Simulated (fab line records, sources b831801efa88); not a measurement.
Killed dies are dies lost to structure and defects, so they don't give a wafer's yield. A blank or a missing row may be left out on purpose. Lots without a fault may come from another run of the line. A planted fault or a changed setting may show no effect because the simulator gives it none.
fab line records | flow sky130 | part 1 of 2: steps 1 to 29 of 38
record lots=5 wafers=15 last_day=50
route steps=708 shown LDD_HVP@286 LDD_LDN@289 SPACER@304 POLY_CUT@307 SD_P@320
lots that met no fault: from a run of the same line without faults
start_h: hours from the record's first day to the start of the lot's first wafer shown | wait_h: hours since the lot's step before | " the same as in the row above | L1.1+2: a row that stands for several wafers | - no value, or no start given | * or withheld: withheld | < > ~ a bound
route shown NAME@n: a module of which the file shows steps, and the number in the route of the first | usual: mean/standard deviation of fault-free wafers | same: alike in all rows | chamber/n: place in a boat | sites: the reading at each site | _std_site: their standard deviation | _edge_site: outer sites' mean less inner sites' | radius_mm: how far each site lies from the wafer's centre | mask NAME#n: copy n | behind: the tool/chamber that last shaped the wafer | hold: why the lot was held/for how many hours/how that ended | device: the transistor (n, p or np) that didn't switch | end of line: the same wafers' tests at the end of the route | a step without rows: its recipe alone | killed: dies lost to structure and defects at the first sort, not the wafer's yield | map: a wafer's dies, x killed, . not, _ none there
set.NAME: the setting as run; set.NAME@STEP: as run at that earlier step | model.NAME: the simulator's own value behind a step, which no gauge read
lots at some steps of the route; a table a step, a row a wafer
services: from which hour (start_h, from the record's first day; less than 0 if before it) a tool's chamber was out of use, for how many hours, and why
## steps
# step SKY_LDD_HVP_IMPLANT_08
# recipe species=B energy_kev=20 dose_cm2=1.7e+13 tilt_deg=17.9
# usual beam_energy_keV=20.002/0.0053
# columns lot.wafer tool chamber start_h wait_h beam_energy_keV
L075.1 implanter-03 0 495.11 0.1 20.004
L075.4 " 0 " " 20.004
L075.5 " 0 " " 20.001
L082.4 implanter-01 0 582.49 0.1 20.007
L082.5 " 0 " " 20.008
L082.6 " 0 " " 20.005
L083.4 implanter-01 0 584.31 0.1 20.005
L083.5 " 0 " " 20.005
L083.6 " 0 " " 20.003
L088.1 implanter-02 0 604.51 0.0 20.008
L088.4 " 0 " " 20.010
L088.5 " 0 " " 20.003
L092.1 implanter-01 0 678.19 0.0 20.004
L092.4 " 0 " " 19.998
L092.6 " 0 " " 19.995
# step SKY_LDD_HVP_STRIP_09
# recipe chemistry=O2/N2 power_w=1400 pressure_mtorr=1500 platen_temp_c=withheld o2_flow_sccm=3000 n2_flow_sccm=300 overash_fraction=0.5
# usual drypump_motor_current_A=5.4/0.39 oes_product_au=0.409/0.0043 strip_time_to_endpoint_s=4.135/0.013
# columns lot.wafer tool chamber start_h wait_h drypump_motor_current_A oes_product_au rf_hours_counter_h strip_time_to_endpoint_s
L075.1 plasma_asher-02 1 495.26 0.1 5.2 0.415 38 4.146
L075.4 " 0 " " 5.4 0.408 - 4.146
L075.5 " 1 " " 5.2 0.400 - 4.149
L082.4 plasma_asher-01 0 582.59 0.1 5.6 0.416 - 4.120
L082.5 " 0 " " 5.6 0.412 - 4.155
L082.6 " 1 " " 4.9 0.400 - 4.128
L083.4 plasma_asher-01 0 584.42 0.1 5.6 0.412 - 4.137
L083.5 " 1 " " 4.9 0.410 - 4.137
L083.6 " 0 " " 5.6 0.413 - 4.144
L088.1 plasma_asher-04 0 604.66 0.1 5.9 0.405 16 4.140
L088.4 " 0 " " 5.8 0.409 - 4.132
L088.5 " 0 " " 5.8 0.412 - 4.152
L092.1 plasma_asher-04 1 678.34 0.1 6.1 0.409 25 4.149
L092.4 " 1 " " 6.1 0.406 - 4.142
L092.6 " 1 " " 6.1 0.408 - 4.151
# step SKY_LDD_HVP_TW_MEAS_10
# usual LDD_HVP_TW=456/4.9
# columns lot.wafer tool chamber start_h wait_h LDD_HVP_TW
L075.1 film_metro-02 - 495.36 0.1 452
L075.4 " - " " 453
L075.5 " - " " 452
L082.4 film_metro-04 - 582.69 0.1 460
L082.5 " - " " 460
L082.6 " - " " 460
L083.4 film_metro-04 - 584.52 0.1 460
L083.5 " - " " 460
L083.6 " - " " 460
L088.1 film_metro-04 - 604.76 0.1 462
L088.4 " - " " 464
L088.5 " - " " 467
L092.1 film_metro-01 - 678.44 0.1 454
L092.4 " - " " 453
L092.6 " - " " 453
# step SKY_LDD_LDN_DEHYDRATE_00
# recipe temp_c=200 time_s=60
# usual plate_temp_C=199.95/0.16
# columns lot.wafer tool chamber start_h wait_h plate_temp_C
L075.1 litho_track-01 0 509.65 14.3 200.02
L075.4 " 0 " " 199.94
L075.5 " 0 " " 199.90
L082.4 litho_track-04 0 596.62 13.9 200.16
L082.5 " 0 " " 200.09
L082.6 " 0 " " 199.88
L083.4 litho_track-04 0 598.47 13.9 199.78
L083.5 " 0 " " 199.84
L083.6 " 0 " " 199.95
L088.1 litho_track-04 0 619.05 14.3 199.96
L088.4 " 0 " " 200.03
L088.5 " 0 " " 199.88
L092.1 litho_track-01 0 692.05 13.6 199.82
L092.4 " 0 " " 199.96
L092.6 " 0 " " 199.87
# step SKY_LDD_LDN_HMDS_01
# recipe prime_time_s=60 prime_temp_c=120
# columns lot.wafer tool chamber start_h wait_h
L075.1+4+5 litho_track-01 0 509.80 0.1
L082.4+5+6 litho_track-04 0 596.77 0.1
L083.4+5+6 litho_track-04 0 598.62 0.1
L088.1+4+5 litho_track-04 0 619.20 0.1
L092.1+4+6 litho_track-01 0 692.20 0.1
# step SKY_LDD_LDN_COAT_02
# recipe resist=NOVOLAK spin_rpm=3000 resist_thk_nm=1140
# columns lot.wafer tool chamber start_h wait_h
L075.1+4+5 litho_track-01 0 509.95 0.1
L082.4+5+6 litho_track-04 0 596.92 0.1
L083.4+5+6 litho_track-04 0 598.77 0.1
L088.1+4+5 litho_track-04 0 619.35 0.1
L092.1+4+6 litho_track-01 0 692.35 0.1
# step SKY_LDD_LDN_SOFTBAKE_03
# recipe temp_c=89.2 time_s=60 resist=NOVOLAK
# usual plate_temp_C=89.20/0.12
# columns lot.wafer tool chamber start_h wait_h plate_temp_C
L075.1 litho_track-01 0 510.10 0.1 89.24
L075.4 " 0 " " 89.28
L075.5 " 0 " " 89.24
L082.4 litho_track-04 0 597.07 0.1 89.12
L082.5 " 0 " " 89.09
L082.6 " 0 " " 89.07
L083.4 litho_track-04 0 598.92 0.1 89.09
L083.5 " 0 " " 88.95
L083.6 " 0 " " 89.08
L088.1 litho_track-04 0 619.50 0.1 89.04
L088.4 " 0 " " 89.08
L088.5 " 0 " " 89.22
L092.1 litho_track-01 0 692.50 0.1 89.04
L092.4 " 0 " " 89.21
L092.6 " 0 " " 89.15
# step SKY_LDD_LDN_EXPOSE_04
# recipe mask_id=LDNTM na=0.6 source_shape=conventional sigma_outer=0.6 polarization=unpolarized target_cd_nm=700 dose_mj=140
# usual focus_offset_nm=0.0/0.51
# columns lot.wafer tool chamber start_h wait_h mask focus_offset_nm
L075.1 iline_stepper-01 0 - - LDNTM#0 -0.7
L075.4 " 0 " " LDNTM#0 -0.6
L075.5 " 0 " " LDNTM#0 0.5
L082.4 iline_stepper-01 0 - - LDNTM#0 -0.3
L082.5 " 0 " " LDNTM#0 -0.2
L082.6 " 0 " " LDNTM#0 0.4
L083.4 iline_stepper-01 0 - - LDNTM#0 -0.7
L083.5 " 0 " " LDNTM#0 0.1
L083.6 " 0 " " LDNTM#0 -0.4
L088.1 iline_stepper-01 0 - - LDNTM#0 0.2
L088.4 " 0 " " LDNTM#0 0.3
L088.5 " 0 " " LDNTM#0 -0.2
L092.1 iline_stepper-02 0 - - LDNTM#0 0.2
L092.4 " 0 " " LDNTM#0 -0.3
L092.6 " 0 " " LDNTM#0 -0.2
# step SKY_LDD_LDN_PEB_05
# recipe temp_c=withheld time_s=* resist=NOVOLAK
# columns lot.wafer tool chamber start_h wait_h
L075.1+4+5 litho_track-01 0 - -
L082.4+5+6 litho_track-03 0 - -
L083.4+5+6 litho_track-03 0 - -
L088.1+4+5 litho_track-04 0 - -
L092.1+4+6 litho_track-03 0 - -
# step SKY_LDD_LDN_DEVELOP_06
# recipe resist=NOVOLAK developer=TMAH develop_time_s=60 dev_temp_c=23
# columns lot.wafer tool chamber start_h wait_h
L075.1+4+5 litho_track-01 0 525.50 0.1
L082.4+5+6 litho_track-03 0 611.43 0.1
L083.4+5+6 litho_track-03 0 613.28 0.1
L088.1+4+5 litho_track-04 0 633.75 0.1
L092.1+4+6 litho_track-03 0 706.50 0.1
# step SKY_LDD_LDN_OVL_MEAS_07
# usual LDD_LDN_OVL=-0.8/1.5
# columns lot.wafer tool chamber start_h wait_h LDD_LDN_OVL[nm]
L075.1 overlay-01 - 525.65 0.1 -4.3
L075.4 " - " " -2.6
L075.5 " - " " -2.4
L082.4 overlay-01 - 611.52 0.1 0.0
L082.5 " - " " -0.3
L082.6 " - " " -0.8
L083.4 overlay-01 - 613.37 0.1 -1.7
L083.5 " - " " -0.8
L083.6 " - " " -0.7
L088.1 overlay-02 - 633.90 0.1 0.2
L088.4 " - " " -1.3
L088.5 " - " " 0.5
L092.1 overlay-01 - 706.65 0.1 -1.1
L092.4 " - " " 0.5
L092.6 " - " " 0.0
# step SKY_LDD_LDN_IMPLANT_08
# recipe species=As energy_kev=15 dose_cm2=1.25e+13 tilt_deg=withheld rotation_deg=23
# usual beam_energy_keV=15.001/0.0045
# columns lot.wafer tool chamber start_h wait_h beam_energy_keV
L075.1 implanter-03 0 525.68 0.0 14.996
L075.4 " 0 " " 14.992
L075.5 " 0 " " 15.003
L082.4 implanter-02 0 611.61 0.1 15.005
L082.5 " 0 " " 15.005
L082.6 " 0 " " 15.009
L083.4 implanter-02 0 613.46 0.1 14.995
L083.5 " 0 " " 14.999
L083.6 " 0 " " 14.994
L088.1 implanter-03 0 633.94 0.0 14.997
L088.4 " 0 " " 15.001
L088.5 " 0 " " 15.000
L092.1 implanter-02 0 706.69 0.0 15.007
L092.4 " 0 " " 14.998
L092.6 " 0 " " 15.001
# step SKY_LDD_LDN_IMPLANT_09
# recipe species=As energy_kev=15 dose_cm2=1.25e+13 tilt_deg=withheld rotation_deg=113
# usual beam_energy_keV=14.999/0.0046
# columns lot.wafer tool chamber start_h wait_h beam_energy_keV
L075.1 implanter-03 0 525.83 0.1 15.001
L075.4 " 0 " " 15.004
L075.5 " 0 " " 15.005
L082.4 implanter-02 0 611.76 0.1 14.996
L082.5 " 0 " " 15.000
L082.6 " 0 " " 14.992
L083.4 implanter-02 0 613.61 0.1 14.996
L083.5 " 0 " " 14.998
L083.6 " 0 " " 14.992
L088.1 implanter-03 0 634.09 0.1 15.002
L088.4 " 0 " " 14.999
L088.5 " 0 " " 14.999
L092.1 implanter-02 0 706.84 0.1 14.994
L092.4 " 0 " " 14.999
L092.6 " 0 " " 14.999
# step SKY_LDD_LDN_IMPLANT_10
# recipe species=As energy_kev=15 dose_cm2=1.25e+13 tilt_deg=withheld rotation_deg=203
# usual beam_energy_keV=15.001/0.0045
# columns lot.wafer tool chamber start_h wait_h beam_energy_keV
L075.1 implanter-03 0 525.98 0.1 15.000
L075.4 " 0 " " 14.997
L075.5 " 0 " " 15.003
L082.4 implanter-02 0 611.91 0.1 15.000
L082.5 " 0 " " 15.000
L082.6 " 0 " " 15.000
L083.4 implanter-02 0 613.76 0.1 15.005
L083.5 " 0 " " 15.004
L083.6 " 0 " " 14.997
L088.1 implanter-03 0 634.24 0.1 14.995
L088.4 " 0 " " 15.000
L088.5 " 0 " " 15.006
L092.1 implanter-02 0 706.99 0.1 14.992
L092.4 " 0 " " 14.996
L092.6 " 0 " " 14.999
# step SKY_LDD_LDN_IMPLANT_11
# recipe species=As energy_kev=15 dose_cm2=1.25e+13 tilt_deg=withheld rotation_deg=293
# usual beam_energy_keV=15.001/0.0052
# columns lot.wafer tool chamber start_h wait_h beam_energy_keV
L075.1 implanter-03 0 526.13 0.1 15.002
L075.4 " 0 " " 15.000
L075.5 " 0 " " 15.009
L082.4 implanter-02 0 612.06 0.1 14.998
L082.5 " 0 " " 15.000
L082.6 " 0 " " 14.997
L083.4 implanter-02 0 613.91 0.1 14.999
L083.5 " 0 " " 15.003
L083.6 " 0 " " 15.008
L088.1 implanter-03 0 634.39 0.1 15.001
L088.4 " 0 " " 15.005
L088.5 " 0 " " 14.996
L092.1 implanter-02 0 707.14 0.1 14.996
L092.4 " 0 " " 15.003
L092.6 " 0 " " 15.004
# step SKY_LDD_LDN_STRIP_12
# recipe chemistry=O2/N2 power_w=1400 pressure_mtorr=1500 platen_temp_c=withheld o2_flow_sccm=3000 n2_flow_sccm=300 overash_fraction=0.5
# usual drypump_motor_current_A=5.6/0.4 oes_product_au=0.716/0.0044 strip_time_to_endpoint_s=14.21/0.031
# columns lot.wafer tool chamber start_h wait_h drypump_motor_current_A oes_product_au rf_hours_counter_h strip_time_to_endpoint_s
L075.1 plasma_asher-03 1 526.28 0.1 5.2 0.716 85 14.21
L075.4 " 1 " " 5.2 0.714 - 14.15
L075.5 " 0 " " 5.7 0.722 - 14.22
L082.4 plasma_asher-04 1 612.17 0.1 6.1 0.717 - 14.20
L082.5 " 0 " " 5.8 0.725 - 14.23
L082.6 " 1 " " 6.1 0.714 - 14.21
L083.4 plasma_asher-04 1 614.02 0.1 6.1 0.728 - 14.22
L083.5 " 0 " " 5.8 0.720 - 14.22
L083.6 " 1 " " 6.1 0.711 - 14.20
L088.1 plasma_asher-01 0 634.54 0.1 5.6 0.718 85 14.16
L088.4 " 1 " " 4.9 0.715 - 14.19
L088.5 " 0 " " 5.6 0.712 - 14.19
L092.1 plasma_asher-01 0 707.29 0.1 5.6 0.719 92 14.22
L092.4 " 0 " " 5.6 0.720 - 14.21
L092.6 " 1 " " 4.9 0.722 - 14.24
# step SKY_LDD_LDN_TW_MEAS_13
# usual LDD_LDN_TW=1485/14
# columns lot.wafer tool chamber start_h wait_h LDD_LDN_TW
L075.1 film_metro-02 - 526.38 0.1 1463
L075.4 " - " " 1460
L075.5 " - " " 1463
L082.4 film_metro-04 - 612.27 0.1 1500
L082.5 " - " " 1504
L082.6 " - " " 1505
L083.4 film_metro-04 - 614.12 0.1 1502
L083.5 " - " " 1492
L083.6 " - " " 1497
L088.1 film_metro-03 - 634.64 0.1 1481
L088.4 " - " " 1482
L088.5 " - " " 1471
L092.1 film_metro-02 - 707.39 0.1 1462
L092.4 " - " " 1464
L092.6 " - " " 1460
# step SKY_LDD_LDN_CLEAN_14
# recipe chemistry=SC1/SC2 mix=1:4:20 temp_c=70 time_s=150 dry=n2_spin
# usual bath_heat_duty_pct=13.8/1.7
# columns lot.wafer tool chamber start_h wait_h bath_heat_duty_pct
L075.1 wet_bench-04 0 526.44 0.1 14.5
L075.4 " 0 " " 14.4
L075.5 " 0 " " 15.3
L082.4 wet_bench-03 1 612.30 0.0 11.4
L082.5 " 1 " " 10.6
L082.6 " 1 " " 12.3
L083.4 wet_bench-02 1 614.15 0.0 16.1
L083.5 " 1 " " 16.8
L083.6 " 1 " " 14.5
L088.1 wet_bench-02 3 634.70 0.1 16.5
L088.4 " 3 " " 14.0
L088.5 " 3 " " 14.7
L092.1 wet_bench-02 0 707.45 0.1 13.3
L092.4 " 0 " " 13.5
L092.6 " 0 " " 12.8
# step SKY_SPACER_CVD_00
# recipe material=Si3N4 precursor=DCS/NH3 target_thk_nm=43.1 temp_c=770 time_s=740 pressure_mtorr=250
# columns lot.wafer tool chamber start_h wait_h
L075.1+4+5 lpcvd-02 1 526.75 0.3
L082.4+5+6 lpcvd-02 0 612.41 0.1
L083.4+5+6 lpcvd-02 0 614.82 0.6
L088.1+4+5 lpcvd-02 1 635.96 1.2
L092.1+4+6 lpcvd-02 0 707.95 0.5
# step SKY_SPACER_THK_MEAS_01
# recipe reads=Si3N4_of_SPACER_CVD_00
# usual SPACER_CVD_00_THK=43.5/0.39
# columns lot.wafer tool chamber start_h wait_h SPACER_CVD_00_THK[nm]
L075.1 film_metro-01 - 527.96 0.0 43.3
L075.4 " - " " 43.2
L075.5 " - " " 43.7
L082.4 film_metro-01 - 613.65 0.0 43.3
L082.5 " - " " 43.3
L082.6 " - " " 43.5
L083.4 film_metro-04 - 616.08 0.0 43.1
L083.5 " - " " 43.1
L083.6 " - " " 43.2
L088.1 film_metro-04 - 637.76 0.0 43.4
L088.4 " - " " 43.5
L088.5 " - " " 43.3
L092.1 film_metro-04 - 709.16 0.0 42.9
L092.4 " - " " 43.5
L092.6 " - " " 43.3
# step SKY_SPACER_ETCHBACK_02
# recipe chemistry=CH3F/O2 target=Si3N4 stop_on=SiO2 source_w=400 bias_w=80 pressure_mtorr=25 ch3f_flow_sccm=40 O2_flow_sccm=30 time_s=46.7 target_depth_a=450
# usual drypump_motor_current_A=5.5/0.47 oes_product_au=0.858/0.0068 throttle_valve_pct=10.563/0.0085
# columns lot.wafer tool chamber start_h wait_h drypump_motor_current_A oes_product_au rf_hours_counter_h throttle_valve_pct
L075.1 rie_diel-02 0 528.02 0.1 5.4 0.854 30 10.541
L075.4 " 3 " " 4.8 0.851 17 10.563
L075.5 " 1 " " 5.4 0.864 - 10.571
L082.4 rie_diel-01 1 613.68 0.0 5.6 0.860 21 10.565
L082.5 " 3 " " 6.7 0.854 - 10.558
L082.6 " 2 " " 5.8 0.861 - 10.557
L083.4 rie_diel-01 2 616.11 0.0 5.8 0.843 2 10.568
L083.5 " 0 " " 5.3 0.857 - 10.564
L083.6 " 1 " " 5.6 0.857 - 10.580
L088.1 rie_diel-03 1 637.82 0.1 5.0 0.862 6 10.567
L088.4 " 0 " " 5.2 0.854 - 10.564
L088.5 " 1 " " 5.0 0.857 - 10.567
L092.1 rie_diel-02 3 709.22 0.1 4.8 0.859 20 10.562
L092.4 " 1 " " 5.4 0.854 2 10.550
L092.6 " 0 " " 5.3 0.860 - 10.573
# step SKY_POLY_CUT_DEHYDRATE_00
# recipe temp_c=200 time_s=60
# usual plate_temp_C=200.02/0.15
# columns lot.wafer tool chamber start_h wait_h plate_temp_C
L075.1 litho_track-01 0 541.95 13.9 200.01
L075.4 " 0 " " 200.00
L075.5 " 0 " " 199.88
L082.4 litho_track-02 0 627.80 14.1 199.86
L082.5 " 0 " " 200.03
L082.6 " 0 " " 200.18
L083.4 litho_track-04 0 629.42 13.3 200.04
L083.5 " 0 " " 200.04
L083.6 " 0 " " 200.15
L088.1 litho_track-01 0 650.75 12.9 199.89
L088.4 " 0 " " 199.87
L088.5 " 0 " " 199.82
L092.1 litho_track-04 0 722.15 12.9 199.97
L092.4 " 0 " " 199.92
L092.6 " 0 " " 200.11
# step SKY_POLY_CUT_HMDS_01
# recipe prime_time_s=60 prime_temp_c=120
# columns lot.wafer tool chamber start_h wait_h
L075.1+4+5 litho_track-01 0 542.10 0.1
L082.4+5+6 litho_track-02 0 627.95 0.1
L083.4+5+6 litho_track-04 0 629.57 0.1
L088.1+4+5 litho_track-01 0 650.90 0.1
L092.1+4+6 litho_track-04 0 722.30 0.1
# step SKY_POLY_CUT_COAT_02
# recipe resist=BARC temp_c=withheld time_s=withheld spin_rpm=3000 resist_thk_nm=60
# columns lot.wafer tool chamber start_h wait_h
L075.1+4+5 litho_track-01 0 542.25 0.1
L082.4+5+6 litho_track-02 0 628.10 0.1
L083.4+5+6 litho_track-04 0 629.72 0.1
L088.1+4+5 litho_track-01 0 651.05 0.1
L092.1+4+6 litho_track-04 0 722.45 0.1
# step SKY_POLY_CUT_COAT_03
# recipe resist=KrF-thick spin_rpm=3000 resist_thk_nm=450
# columns lot.wafer tool chamber start_h wait_h
L075.1+4+5 litho_track-01 0 - -
L082.4+5+6 litho_track-02 0 - -
L083.4+5+6 litho_track-04 0 - -
L088.1+4+5 litho_track-01 0 - -
L092.1+4+6 litho_track-04 0 - -
# step SKY_POLY_CUT_SOFTBAKE_04
# recipe temp_c=100 time_s=90 resist=KrF-thick
# usual plate_temp_C=99.99/0.12
# columns lot.wafer tool chamber start_h wait_h plate_temp_C
L075.1 litho_track-01 0 - - 100.13
L075.4 " 0 " " 100.05
L075.5 " 0 " " 100.04
L082.4 litho_track-02 0 - - 99.94
L082.5 " 0 " " 99.87
L082.6 " 0 " " 100.06
L083.4 litho_track-04 0 - - 100.03
L083.5 " 0 " " 100.14
L083.6 " 0 " " 100.13
L088.1 litho_track-01 0 - - 100.08
L088.4 " 0 " " 99.93
L088.5 " 0 " " 99.94
L092.1 litho_track-04 0 - - 99.82
L092.4 " 0 " " 99.84
L092.6 " 0 " " 100.06
# step SKY_POLY_CUT_EXPOSE_05
# recipe mask_id=NPCM na=0.8 source_shape=annular sigma_inner=0.55 sigma_outer=0.85 target_cd_nm=270 dose_mj=32
# usual focus_offset_nm=0.1/0.51
# columns lot.wafer tool chamber start_h wait_h mask focus_offset_nm
L075.1 krf_scanner-02 0 - - NPCM#0 -0.6
L075.4 " 0 " " NPCM#0 -0.1
L075.5 " 0 " " NPCM#0 -0.2
L082.4 krf_scanner-01 0 - - NPCM#0 -0.1
L082.5 " 0 " " NPCM#0 0.8
L082.6 " 0 " " NPCM#0 0.7
L083.4 krf_scanner-01 0 - - NPCM#0 0.3
L083.5 " 0 " " NPCM#0 0.0
L083.6 " 0 " " NPCM#0 -0.1
L088.1 krf_scanner-02 0 - - NPCM#0 -0.2
L088.4 " 0 " " NPCM#0 -0.7
L088.5 " 0 " " NPCM#0 -0.6
L092.1 krf_scanner-02 0 - - NPCM#0 0.1
L092.4 " 0 " " NPCM#0 -0.3
L092.6 " 0 " " NPCM#0 -0.8
# step SKY_POLY_CUT_PEB_06
# recipe peb_temp_c=withheld peb_time_s=withheld resist=KrF-thick
# columns lot.wafer tool chamber start_h wait_h
L075.1+4+5 litho_track-01 0 - -
L082.4+5+6 litho_track-04 0 - -
L083.4+5+6 litho_track-04 0 - -
L088.1+4+5 litho_track-01 0 - -
L092.1+4+6 litho_track-04 0 - -
# step SKY_POLY_CUT_DEVELOP_07
# recipe develop_time_s=60 resist=KrF-thick dev_temp_c=21
# columns lot.wafer tool chamber start_h wait_h
L075.1+4+5 litho_track-01 0 - -
L082.4+5+6 litho_track-04 0 - -
L083.4+5+6 litho_track-04 0 - -
L088.1+4+5 litho_track-01 0 - -
L092.1+4+6 litho_track-04 0 - -
